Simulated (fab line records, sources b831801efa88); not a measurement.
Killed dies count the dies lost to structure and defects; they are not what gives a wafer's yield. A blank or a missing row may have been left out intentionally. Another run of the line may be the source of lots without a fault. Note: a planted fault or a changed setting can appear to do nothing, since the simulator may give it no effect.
fab line records    flow sky130
record: lots: 24  wafers: 72  last_day: 50
route steps=708 shown FIELD_ISO@18 SONOS_ONO@183 LDD_HVP@285 LI_CONTACT@382 VIA1@470 METAL2@488
lots that met no fault: from a run of the same line without faults
start_h: hours from the record's first day to the start of the lot's first wafer shown    wait_h: time in hours since the lot's previous step    " identical to the entry in the row above    L1.1+2: a single row standing in for several wafers    - either no value or no given start    * or withheld: withheld    < > ~ a bound
route shown NAME@n: NAME is a module with steps in the file, n the number in the route of the first one    usual: mean/standard deviation taken from wafers without a fault    same: alike in all rows    chamber/n: place in a boat    sites: each site's reading    _std_site: the standard deviation of these    _edge_site: inner sites' mean taken away from outer sites' mean    radius_mm: how far each site lies from the wafer's centre    mask NAME#n: copy n    behind: tool/chamber where the wafer was last shaped    hold: why the lot was held/for how many hours/how that ended    device: transistor that didn't switch, given as n, p or np    end of line: the route-end tests of the same wafers    where a step has no rows: the recipe by itself    killed: count of dies lost to structure and defects at first sort (not the wafer's yield)    map: dies across one wafer; x = killed, . = not, _ = none there
set.NAME: the run value of the setting; set.NAME@STEP: its run value at that earlier step    model.NAME: the simulator's own value behind a step, which no gauge read
the route's steps for a sample of lots (tables are steps, rows are wafers)
services: the hour from which a tool's chamber was out of use, counted from the record's first day as start_h (under 0 if before that day), plus the number of hours and why
== steps ==
step: SKY_FIELD_ISO_ETCH_17
recipe: target_depth_a: 3420  mask_material: Si3N4  chemistry: HBr/Cl2/O2  target: Si  taper_deg: 5  icp_w: 600  bias_w: 150  pressure_mtorr: 15  HBr_flow_sccm: 150  Cl2_flow_sccm: 40  O2_flow_sccm: 6  time_s: 97.7
usual: drypump_motor_current_A: 6.0/0.54  oes_product_au: 1.006/0.0083  throttle_valve_pct: 25.651/0.0093
lot.wafer  tool       chamber  start_h  wait_h  drypump_motor_current_A  oes_product_au  rf_hours_counter_h  throttle_valve_pct
L074.2     rie_si-02  2        29.97    0.1     5.4                      1.012           121                 25.639
L074.3     "          1        "        "       5.8                      1.012           2                   25.650
L074.4     "          3        "        "       6.8                      1.009           1                   25.656
L075.4     rie_si-01  2        33.85    0.0     6.8                      0.999           144                 25.654
L075.5     "          2        "        "       6.8                      1.005           -                   25.650
L075.6     "          3        "        "       6.2                      1.003           -                   25.662
L076.1     rie_si-02  0        38.12    0.1     6.3                      0.993           31                  25.649
L076.2     "          3        "        "       6.8                      1.019           1                   25.669
L076.6     "          0        "        "       6.4                      0.998           -                   25.671
L077.1     rie_si-01  3        45.95    0.1     6.2                      1.003           2                   25.650
L077.4     "          2        "        "       6.8                      0.993           144                 25.672
L077.6     "          2        "        "       6.8                      0.996           -                   25.648
L078.3     rie_si-02  3        50.72    0.0     6.8                      1.016           1                   25.644
L078.5     "          0        "        "       6.3                      1.012           -                   25.661
L078.6     "          1        "        "       5.8                      1.003           -                   25.652
L079.1     rie_si-01  3        56.72    0.1     6.2                      0.996           2                   25.653
L079.4     "          2        "        "       6.8                      0.992           144                 25.649
L079.6     "          2        "        "       6.8                      0.996           -                   25.669
L080.1     rie_si-02  0        60.65    0.1     6.3                      0.998           32                  25.640
L080.2     "          3        "        "       6.8                      1.010           1                   25.648
L080.6     "          0        "        "       6.3                      1.004           -                   25.660
L081.1     rie_si-01  2        70.02    0.1     6.9                      0.985           144                 25.657
L081.2     "          0        "        "       5.2                      1.005           2                   25.643
L081.4     "          1        "        "       5.9                      0.988           143                 25.666
L082.2     rie_si-02  2        72.90    0.1     5.4                      1.018           121                 25.658
L082.3     "          1        "        "       5.8                      1.007           2                   25.652
L082.6     "          1        "        "       5.8                      1.015           -                   25.660
L083.1     rie_si-01  0        75.60    0.1     5.2                      1.001           2                   25.651
L083.3     "          1        "        "       5.9                      0.998           143                 25.652
L083.5     "          1        "        "       5.9                      1.003           -                   25.669
L084.1     rie_si-02  2        80.38    0.1     5.4                      1.007           121                 25.661
L084.3     "          3        "        "       6.8                      1.011           1                   25.655
L084.5     "          0        "        "       6.3                      1.009           -                   25.649
L085.1     rie_si-02  0        89.27    0.1     6.3                      1.013           32                  25.649
L085.4     "          2        "        "       5.4                      1.017           121                 25.627
L085.5     "          0        "        "       6.3                      1.018           -                   25.657
L086.1     rie_si-02  1        93.35    0.1     5.8                      1.005           2                   25.666
L086.4     "          0        "        "       6.3                      1.005           32                  25.651
L086.6     "          0        "        "       6.3                      1.000           -                   25.655
L087.4     rie_si-02  2        98.05    0.0     5.4                      1.012           121                 25.643
L087.5     "          1        "        "       5.8                      1.013           -                   25.641
L087.6     "          2        "        "       5.4                      1.003           -                   25.666
L088.1     rie_si-01  3        101.77   0.1     6.1                      1.002           2                   25.653
L088.2     "          0        "        "       5.2                      1.003           2                   25.659
L088.3     "          2        "        "       6.8                      0.995           144                 25.646
L089.2     rie_si-01  2        106.92   0.1     6.9                      0.995           144                 25.662
L089.3     "          1        "        "       5.9                      1.003           143                 25.647
L089.4     "          0        "        "       5.2                      1.002           3                   25.647
L090.1     rie_si-02  2        111.93   0.1     5.4                      1.015           122                 25.636
L090.5     "          1        "        "       5.8                      1.011           -                   25.633
L090.6     "          2        "        "       5.4                      1.010           -                   25.647
L091.2     rie_si-02  1        117.05   0.1     5.8                      1.009           3                   25.645
L091.4     "          0        "        "       6.3                      1.004           32                  25.653
L091.6     "          2        "        "       5.4                      1.000           -                   25.649
L092.4     rie_si-01  3        123.50   0.1     6.2                      0.997           -                   25.662
L092.5     "          1        "        "       5.9                      1.008           -                   25.655
L092.6     "          0        "        "       5.2                      1.007           -                   25.644
L093.2     rie_si-01  1        130.72   0.1     5.9                      1.003           143                 25.650
L093.3     "          0        "        "       5.2                      1.015           3                   25.666
L093.4     "          1        "        "       5.9                      1.007           -                   25.652
L094.3     rie_si-02  1        135.32   0.0     5.8                      1.000           3                   25.638
L094.4     "          2        "        "       5.4                      1.010           122                 25.642
L094.5     "          2        "        "       5.4                      1.003           -                   25.645
L095.2     rie_si-02  2        140.05   0.1     5.4                      1.014           122                 25.639
L095.5     "          3        "        "       6.8                      1.025           -                   25.655
L095.6     "          2        "        "       5.4                      1.027           -                   25.645
L096.2     rie_si-02  3        144.78   0.1     6.8                      1.004           2                   25.638
L096.3     "          2        "        "       5.4                      1.004           122                 25.636
L096.4     "          0        "        "       6.3                      1.005           32                  25.646
L097.1     rie_si-01  0        148.02   0.1     5.2                      1.012           3                   25.661
L097.2     "          2        "        "       6.8                      1.009           0                   25.643
L097.6     "          3        "        "       6.2                      1.000           -                   25.649
step: SKY_SONOS_ONO_ETCH_15
recipe: target_depth_nm: 19.52  chemistry: CHF3/O2  source_w: 600  bias_w: 200  pressure_mtorr: 40  chf3_flow_sccm: 50  O2_flow_sccm: 5  time_s: 7.8
usual: drypump_motor_current_A: 5.7/0.48  oes_product_au: 1.001/0.0086  throttle_valve_pct: 8.825/0.0082
lot.wafer  tool         chamber  start_h  wait_h  drypump_motor_current_A  oes_product_au  rf_hours_counter_h  throttle_valve_pct
L074.2     rie_diel-01  1        284.56   0.0     5.6                      1.001           8                   8.845
L074.3     "            0        "        "       6.5                      1.006           40                  8.829
L074.4     "            1        "        "       5.6                      1.000           -                   8.841
L075.4     rie_diel-02  1        287.91   0.0     5.5                      1.013           22                  8.835
L075.5     "            1        "        "       5.5                      1.006           -                   8.823
L075.6     "            0        "        "       5.9                      1.006           -                   8.835
L076.1     rie_diel-02  1        297.86   0.0     5.5                      0.997           22                  8.822
L076.2     "            3        "        "       5.8                      0.997           11                  8.817
L076.6     "            2        "        "       5.5                      0.991           -                   8.823
L077.1     rie_diel-04  3        312.01   0.0     5.0                      0.996           17                  8.833
L077.4     "            0        "        "       5.2                      0.981           121                 8.820
L077.6     "            1        "        "       4.9                      0.978           -                   8.827
L078.3     rie_diel-01  1        317.77   0.0     5.6                      1.003           8                   8.841
L078.5     "            3        "        "       6.5                      1.018           -                   8.829
L078.6     "            0        "        "       6.5                      0.997           -                   8.827
L079.1     rie_diel-01  2        322.01   0.0     6.2                      1.003           104                 8.828
L079.4     "            1        "        "       5.6                      0.995           8                   8.830
L079.6     "            1        "        "       5.6                      0.999           -                   8.817
L080.1     rie_diel-02  2        331.25   0.0     5.5                      1.003           3                   8.827
L080.2     "            0        "        "       5.9                      1.015           94                  8.835
L080.6     "            0        "        "       5.9                      0.999           -                   8.832
L081.1     rie_diel-02  1        345.00   0.0     5.5                      1.000           23                  8.826
L081.2     "            0        "        "       5.9                      1.007           95                  8.824
L081.4     "            3        "        "       5.8                      1.003           12                  8.821
L082.2     rie_diel-01  1        351.46   0.0     5.6                      1.005           9                   8.830
L082.3     "            3        "        "       6.5                      1.007           6                   8.845
L082.6     "            2        "        "       6.2                      1.001           -                   8.829
L083.1     rie_diel-02  3        354.43   0.0     5.9                      1.004           12                  8.835
L083.3     "            2        "        "       5.5                      0.988           4                   8.830
L083.5     "            1        "        "       5.5                      0.997           -                   8.821
L084.1     rie_diel-04  2        362.56   0.0     5.9                      1.000           6                   8.828
L084.3     "            3        "        "       4.9                      1.007           19                  8.828
L084.5     "            3        "        "       5.0                      0.995           -                   8.813
L085.1     rie_diel-01  1        378.86   0.0     5.6                      1.010           9                   8.837
L085.4     "            2        "        "       6.2                      1.003           105                 8.827
L085.5     "            1        "        "       5.6                      0.997           -                   8.815
L086.1     rie_diel-01  3        387.22   0.0     6.5                      1.007           6                   8.830
L086.4     "            1        "        "       5.6                      0.998           9                   8.817
L086.6     "            2        "        "       6.2                      0.998           -                   8.830
L087.4     rie_diel-04  3        393.17   0.0     5.0                      0.985           19                  8.808
L087.5     "            3        "        "       5.0                      0.997           -                   8.825
L087.6     "            0        "        "       5.2                      0.991           -                   8.822
L088.1     rie_diel-04  3        397.12   0.0     5.0                      1.005           19                  8.815
L088.2     "            2        "        "       5.9                      1.005           6                   8.828
L088.3     "            0        "        "       5.2                      0.996           1                   8.815
L089.2     rie_diel-04  2        401.11   0.0     5.9                      1.009           6                   8.826
L089.3     "            1        "        "       4.9                      0.986           8                   8.820
L089.4     "            0        "        "       5.2                      0.987           1                   8.813
L090.1     rie_diel-04  1        410.12   0.0     4.9                      0.987           9                   8.815
L090.5     "            1        "        "       4.9                      0.986           -                   8.829
L090.6     "            2        "        "       5.9                      1.001           -                   8.816
L091.2     rie_diel-02  0        426.41   0.0     5.9                      0.995           96                  8.837
L091.4     "            3        "        "       5.8                      1.012           13                  8.826
L091.6     "            3        "        "       5.9                      1.002           -                   8.822
L092.4     rie_diel-02  0        434.86   0.0     5.9                      1.016           96                  8.839
L092.5     "            2        "        "       5.5                      1.002           -                   8.831
L092.6     "            3        "        "       5.8                      1.010           -                   8.843
L093.2     rie_diel-01  3        439.18   0.0     6.5                      1.015           7                   8.826
L093.3     "            0        "        "       6.5                      0.999           42                  8.830
L093.4     "            2        "        "       6.2                      1.006           0                   8.835
L094.3     rie_diel-04  3        447.61   0.0     4.9                      1.003           20                  8.815
L094.4     "            2        "        "       5.9                      1.000           7                   8.824
L094.5     "            1        "        "       4.9                      0.988           -                   8.829
L095.2     rie_diel-02  3        456.02   0.0     5.8                      1.014           13                  8.835
L095.5     "            1        "        "       5.5                      1.010           -                   8.823
L095.6     "            0        "        "       5.9                      1.022           -                   8.826
L096.2     rie_diel-02  1        467.06   0.0     5.5                      1.002           25                  8.823
L096.3     "            3        "        "       5.9                      1.003           14                  8.821
L096.4     "            2        "        "       5.5                      1.009           -                   8.806
L097.1     rie_diel-01  2        471.76   0.0     6.2                      1.007           1                   8.818
L097.2     "            3        "        "       6.5                      1.003           8                   8.817
L097.6     "            2        "        "       6.2                      1.008           -                   8.826
step: SKY_LDD_HVP_OVL_MEAS_07
usual: LDD_HVP_OVL: 0.3/1.3
lot.wafer  tool        chamber  start_h  wait_h  LDD_HVP_OVL[nm]
L074.2     overlay-01  -        496.07   0.1     -0.5
L074.3     "           -        "        "       -0.9
L074.4     "           -        "        "       -0.6
L075.4     overlay-02  -        502.72   0.1     0.8
L075.5     "           -        "        "       -0.3
L075.6     "           -        "        "       1.1
L076.1     overlay-01  -        513.08   0.1     0.0
L076.2     "           -        "        "       -0.5
L076.6     "           -        "        "       0.6
L077.1     overlay-02  -        532.93   0.1     0.5
L077.4     "           -        "        "       0.6
L077.6     "           -        "        "       0.0
L078.3     overlay-01  -        543.12   0.1     -0.5
L078.5     "           -        "        "       2.1
L078.6     "           -        "        "       3.3
L079.1     overlay-01  -        550.96   0.1     0.7
L079.4     "           -        "        "       1.3
L079.6     "           -        "        "       1.7
L080.1     overlay-01  -        563.38   0.1     0.6
L080.2     "           -        "        "       1.0
L080.6     "           -        "        "       0.7
L081.1     overlay-01  -        572.83   0.1     -1.2
L081.2     "           -        "        "       -0.8
L081.4     "           -        "        "       -0.9
L082.2     overlay-01  -        583.16   0.1     0.3
L082.3     "           -        "        "       0.9
L082.6     "           -        "        "       1.0
L083.1     overlay-01  -        588.46   0.1     2.2
L083.3     "           -        "        "       3.1
L083.5     "           -        "        "       1.2
L084.1     overlay-02  -        590.96   0.1     0.5
L084.3     "           -        "        "       0.3
L084.5     "           -        "        "       0.3
L085.1     overlay-02  -        605.58   0.1     0.0
L085.4     "           -        "        "       -1.0
L085.5     "           -        "        "       1.0
L086.1     overlay-01  -        616.56   0.1     1.8
L086.4     "           -        "        "       -0.2
L086.6     "           -        "        "       2.1
L087.4     overlay-01  -        620.30   0.1     -1.2
L087.5     "           -        "        "       1.0
L087.6     "           -        "        "       0.2
L089.2     overlay-02  -        629.86   0.1     -2.1
L089.3     "           -        "        "       -1.3
L089.4     "           -        "        "       -2.1
L088.1     overlay-01  -        630.16   0.1     -0.8
L088.2     "           -        "        "       0.8
L088.3     "           -        "        "       -0.4
L090.1     overlay-01  -        638.18   0.1     1.0
L090.5     "           -        "        "       -2.6
L090.6     "           -        "        "       0.2
L091.2     overlay-02  -        655.65   0.1     -1.0
L091.4     "           -        "        "       -1.1
L091.6     "           -        "        "       -1.6
L092.4     overlay-02  -        663.55   0.1     1.7
L092.5     "           -        "        "       0.4
L092.6     "           -        "        "       1.8
L093.2     overlay-01  -        663.82   0.1     -1.3
L093.3     "           -        "        "       -1.3
L093.4     "           -        "        "       -1.1
L094.3     overlay-01  -        674.37   0.1     2.6
L094.4     "           -        "        "       0.1
L094.5     "           -        "        "       2.2
L095.2     overlay-01  -        679.92   0.1     1.1
L095.5     "           -        "        "       0.8
L095.6     "           -        "        "       2.3
L096.2     overlay-01  -        689.86   0.1     -0.7
L096.3     "           -        "        "       2.1
L096.4     "           -        "        "       1.6
L097.1     overlay-01  -        695.66   0.2     0.9
L097.2     "           -        "        "       1.0
L097.6     "           -        "        "       0.9
step: SKY_LI_CONTACT_SPUTTER_20
recipe: material: TiN  target_thk_nm: 20  chamber_pressure_pa: 5  power_w: 4000  time_s: 80
usual: cathode_dc_power_W: 4000.0/0.74  throttle_valve_pct: 30.2/0.68
lot.wafer  tool            chamber  start_h  wait_h  cathode_dc_power_W  throttle_valve_pct
L074.2     pvd_sputter-01  -        683.10   0.0     4000.1              29.7
L074.3     "               -        "        "       4000.5              30.2
L074.4     "               -        "        "       4000.3              31.0
L075.4     pvd_sputter-04  -        687.37   0.0     3999.7              30.2
L075.5     "               -        "        "       4000.4              30.7
L075.6     "               -        "        "       4000.2              29.2
L076.1     pvd_sputter-04  -        699.63   0.0     3999.8              30.6
L076.2     "               -        "        "       4000.6              30.0
L076.6     "               -        "        "       4000.7              29.7
L077.1     pvd_sputter-03  -        716.51   0.0     4000.6              28.8
L077.4     "               -        "        "       3998.7              30.3
L077.6     "               -        "        "       4000.3              28.5
L078.3     pvd_sputter-04  -        726.54   0.0     3999.5              30.4
L078.5     "               -        "        "       4000.3              30.3
L078.6     "               -        "        "       4000.1              29.2
L079.1     pvd_sputter-04  -        732.74   0.0     3999.4              30.4
L079.4     "               -        "        "       4000.1              30.9
L079.6     "               -        "        "       3999.7              30.8
L080.1     pvd_sputter-03  -        745.32   0.0     3999.1              30.8
L080.2     "               -        "        "       4001.0              30.2
L080.6     "               -        "        "       4000.5              30.0
L081.1     pvd_sputter-01  -        755.44   0.0     4000.0              30.0
L081.2     "               -        "        "       4000.2              30.5
L081.4     "               -        "        "       4000.0              30.8
L082.2     pvd_sputter-04  -        762.84   0.0     4000.1              30.6
L082.3     "               -        "        "       3999.6              29.6
L082.6     "               -        "        "       4001.0              29.8
L083.1     pvd_sputter-01  -        768.97   0.0     4001.5              30.7
L083.3     "               -        "        "       4000.4              30.3
L083.5     "               -        "        "       4000.0              30.9
L084.1     pvd_sputter-03  -        769.79   0.0     3999.3              30.8
L084.3     "               -        "        "       4000.6              30.5
L084.5     "               -        "        "       4000.8              30.4
L085.1     pvd_sputter-03  -        783.99   0.0     3999.6              30.2
L085.4     "               -        "        "       3999.5              28.9
L085.5     "               -        "        "       4000.0              30.7
L086.1     pvd_sputter-01  -        792.65   0.0     4000.0              30.0
L086.4     "               -        "        "       3999.6              30.8
L086.6     "               -        "        "       4001.1              30.6
L087.4     pvd_sputter-01  -        796.20   0.0     4001.6              31.0
L087.5     "               -        "        "       4000.0              30.9
L087.6     "               -        "        "       4001.1              30.4
L089.2     pvd_sputter-01  -        804.66   0.0     4001.8              30.2
L089.3     "               -        "        "       4000.5              29.9
L089.4     "               -        "        "       3999.6              30.8
L088.1     pvd_sputter-04  -        805.55   0.0     4000.3              30.4
L088.2     "               -        "        "       4002.0              30.4
L088.3     "               -        "        "       4000.7              29.6
L090.1     pvd_sputter-03  -        811.17   0.0     4001.3              28.7
L090.5     "               -        "        "       4000.3              30.9
L090.6     "               -        "        "       4000.5              30.8
L091.2     pvd_sputter-01  -        826.24   0.0     3999.7              29.8
L091.4     "               -        "        "       3999.4              30.7
L091.6     "               -        "        "       3998.4              31.1
L092.4     pvd_sputter-03  -        834.50   0.0     4000.3              31.2
L092.5     "               -        "        "       3999.9              30.6
L092.6     "               -        "        "       4000.3              28.7
L093.2     pvd_sputter-01  -        836.36   0.0     3999.4              30.7
L093.3     "               -        "        "       3999.8              30.9
L093.4     "               -        "        "       3999.0              30.2
L094.3     pvd_sputter-04  -        844.19   0.0     3998.5              29.3
L094.4     "               -        "        "       4000.3              29.6
L094.5     "               -        "        "       4000.9              29.2
L095.2     pvd_sputter-04  -        850.65   0.0     4000.6              30.7
L095.5     "               -        "        "       4000.8              30.6
L095.6     "               -        "        "       3999.8              29.8
L096.2     pvd_sputter-01  -        859.70   0.0     4000.8              30.6
L096.3     "               -        "        "       4000.6              30.8
L096.4     "               -        "        "       3999.4              30.6
L097.1     pvd_sputter-04  -        864.49   0.0     3999.8              29.3
L097.2     "               -        "        "       4000.6              30.4
L097.6     "               -        "        "       3999.4              30.5
step: SKY_VIA1_CD_MEAS_12
recipe: target_cd_nm: 150
usual: cd_nm: 150.6/2
lot.wafer  tool       chamber  start_h  wait_h  cd_nm
L074.2     cd_sem-02  -        797.93   -       148.9
L074.3     "          -        "        "       149.8
L074.4     "          -        "        "       148.4
L075.4     cd_sem-02  -        806.46   -       152.4
L075.5     "          -        "        "       150.1
L075.6     "          -        "        "       151.9
L076.1     cd_sem-01  -        815.83   -       150.2
L076.2     "          -        "        "       148.8
L076.6     "          -        "        "       149.0
L077.1     cd_sem-02  -        832.06   -       145.8
L077.4     "          -        "        "       145.4
L077.6     "          -        "        "       146.3
L078.3     cd_sem-02  -        840.54   -       152.0
L078.5     "          -        "        "       151.5
L078.6     "          -        "        "       151.1
L079.1     cd_sem-01  -        845.31   -       151.4
L079.4     "          -        "        "       151.9
L079.6     "          -        "        "       152.5
L080.1     cd_sem-01  -        860.21   -       152.0
L080.2     "          -        "        "       153.3
L080.6     "          -        "        "       153.0
L081.1     cd_sem-02  -        868.68   -       149.8
L081.2     "          -        "        "       151.8
L081.4     "          -        "        "       152.1
L082.2     cd_sem-01  -        875.10   -       150.7
L082.3     "          -        "        "       150.3
L082.6     "          -        "        "       148.0
L083.1     cd_sem-01  -        879.26   -       149.8
L083.3     "          -        "        "       148.7
L083.5     "          -        "        "       149.3
L084.1     cd_sem-02  -        880.41   -       153.2
L084.3     "          -        "        "       153.6
L084.5     "          -        "        "       153.2
L085.1     cd_sem-01  -        894.28   -       149.0
L085.4     "          -        "        "       149.5
L085.5     "          -        "        "       150.1
L086.1     cd_sem-01  -        902.38   -       149.3
L086.4     "          -        "        "       149.1
L086.6     "          -        "        "       148.9
L087.4     cd_sem-01  -        906.34   -       153.4
L087.5     "          -        "        "       153.2
L087.6     "          -        "        "       151.7
L089.2     cd_sem-01  -        913.07   -       152.5
L089.3     "          -        "        "       152.3
L089.4     "          -        "        "       152.1
L088.1     cd_sem-01  -        914.46   -       152.4
L088.2     "          -        "        "       152.8
L088.3     "          -        "        "       151.7
L090.1     cd_sem-02  -        920.75   -       153.8
L090.5     "          -        "        "       153.0
L090.6     "          -        "        "       152.8
L091.2     cd_sem-02  -        936.13   -       150.4
L091.4     "          -        "        "       151.0
L091.6     "          -        "        "       150.3
L092.4     cd_sem-02  -        941.61   -       149.0
L092.5     "          -        "        "       149.0
L092.6     "          -        "        "       150.6
L093.2     cd_sem-02  -        944.12   -       148.7
L093.3     "          -        "        "       149.4
L093.4     "          -        "        "       149.5
L094.3     cd_sem-01  -        951.62   -       150.1
L094.4     "          -        "        "       151.2
L094.5     "          -        "        "       150.7
L095.2     cd_sem-01  -        956.77   -       147.5
L095.5     "          -        "        "       148.8
L095.6     "          -        "        "       146.9
L096.2     cd_sem-01  -        964.72   -       150.7
L096.3     "          -        "        "       150.4
L096.4     "          -        "        "       149.9
L097.1     cd_sem-02  -        969.73   -       151.6
L097.2     "          -        "        "       153.0
L097.6     "          -        "        "       152.9
step: SKY_METAL2_RS_MEAS_05
recipe: thk_meas_gauge: four-point-probe  reads: TiN_of_METAL2_SPUTTER_04+Ti_of_METAL2_SPUTTER_03+AlCu_of_METAL2_SPUTTER_02+TiN_of_METAL2_SPUTTER_01+Ti_of_METAL2_SPUTTER_00
usual: METAL2_ALCU_RS: 0.1266/0.0015
lot.wafer  tool           chamber  start_h  wait_h  METAL2_ALCU_RS[ohm/sq]
L074.2     film_metro-02  -        799.54   0.0     0.1251
L074.3     "              -        "        "       0.1243
L074.4     "              -        "        "       0.1263
L075.4     film_metro-04  -        808.11   0.1     0.1289
L075.5     "              -        "        "       0.1291
L075.6     "              -        "        "       0.1292
L076.1     film_metro-04  -        817.45   0.0     0.1255
L076.2     "              -        "        "       0.1267
L076.6     "              -        "        "       0.1247
L077.1     film_metro-02  -        833.67   0.0     0.1287
L077.4     "              -        "        "       0.1283
L077.6     "              -        "        "       0.1283
L078.3     film_metro-02  -        842.20   0.1     0.1283
L078.5     "              -        "        "       0.1282
L078.6     "              -        "        "       0.1294
L079.1     film_metro-02  -        846.92   0.0     0.1295
L079.4     "              -        "        "       0.1291
L079.6     "              -        "        "       0.1291
L080.1     film_metro-03  -        861.83   0.0     0.1273
L080.2     "              -        "        "       0.1260
L080.6     "              -        "        "       0.1266
L081.1     film_metro-02  -        870.32   0.0     0.1270
L081.2     "              -        "        "       0.1280
L081.4     "              -        "        "       0.1276
L082.2     film_metro-04  -        876.74   0.0     0.1261
L082.3     "              -        "        "       0.1262
L082.6     "              -        "        "       0.1276
L083.1     film_metro-02  -        880.87   0.0     0.1261
L083.3     "              -        "        "       0.1274
L083.5     "              -        "        "       0.1263
L084.1     film_metro-03  -        882.02   0.0     0.1251
L084.3     "              -        "        "       0.1251
L084.5     "              -        "        "       0.1253
L085.1     film_metro-04  -        895.89   0.0     0.1275
L085.4     "              -        "        "       0.1274
L085.5     "              -        "        "       0.1267
L086.1     film_metro-04  -        903.99   0.0     0.1259
L086.4     "              -        "        "       0.1251
L086.6     "              -        "        "       0.1253
L087.4     film_metro-02  -        908.07   0.1     0.1265
L087.5     "              -        "        "       0.1273
L087.6     "              -        "        "       0.1276
L089.2     film_metro-03  -        915.20   0.0     0.1258
L089.3     "              -        "        "       0.1256
L089.4     "              -        "        "       0.1264
L088.1     film_metro-04  -        916.11   0.0     0.1229
L088.2     "              -        "        "       0.1246
L088.3     "              -        "        "       0.1244
L090.1     film_metro-02  -        922.40   0.0     0.1282
L090.5     "              -        "        "       0.1289
L090.6     "              -        "        "       0.1288
L091.2     film_metro-02  -        937.78   0.0     0.1264
L091.4     "              -        "        "       0.1260
L091.6     "              -        "        "       0.1261
L092.4     film_metro-04  -        943.26   0.1     0.1254
L092.5     "              -        "        "       0.1255
L092.6     "              -        "        "       0.1256
L093.2     film_metro-04  -        945.73   0.0     0.1258
L093.3     "              -        "        "       0.1266
L093.4     "              -        "        "       0.1267
L094.3     film_metro-03  -        953.23   0.1     0.1281
L094.4     "              -        "        "       0.1276
L094.5     "              -        "        "       0.1282
L095.2     film_metro-02  -        958.42   0.0     0.1258
L095.5     "              -        "        "       0.1262
L095.6     "              -        "        "       0.1250
L096.2     film_metro-02  -        966.34   0.0     0.1253
L096.3     "              -        "        "       0.1257
L096.4     "              -        "        "       0.1252
L097.1     film_metro-02  -        971.40   0.0     0.1258
L097.2     "              -        "        "       0.1277
L097.6     "              -        "        "       0.1254
== services ==
tool       chamber  start_h  hours  kind
rie_si-01  0        75.92    1.3    repair
rie_si-02  -        144.93   0.1    repair
rie_si-01  1        191.17   8.2    repair
rie_si-01  -        203.23   14.6   pm
rie_si-02  -        225.46   0.9    repair
rie_si-01  1        231.75   9.1    repair
rie_si-01  3        240.19   19.5   repair
rie_si-02  -        288.51   1.7    repair
rie_si-02  -        311.75   0.8    repair
rie_si-01  3        424.07   1.1    repair
rie_si-01  0        460.67   4.6    repair
rie_si-01  -        475.09   2.8    pm
rie_si-01  2        478.51   4.1    repair
rie_si-01  2        484.57   6.3    repair
rie_si-02  2        494.16   4.6    repair
rie_si-02  1        529.99   2.4    repair
rie_si-01  2        547.59   10.9   repair
rie_si-02  2        552.04   1.0    repair
rie_si-02  1        676.96   36.7   repair
rie_si-02  0        718.00   3.1    repair
rie_si-02  1        728.73   4.3    repair
rie_si-02  -        749.70   2.8    pm
rie_si-02  -        773.20   4.3    pm
rie_si-02  1        846.86   6.8    repair
== key ==
fault none
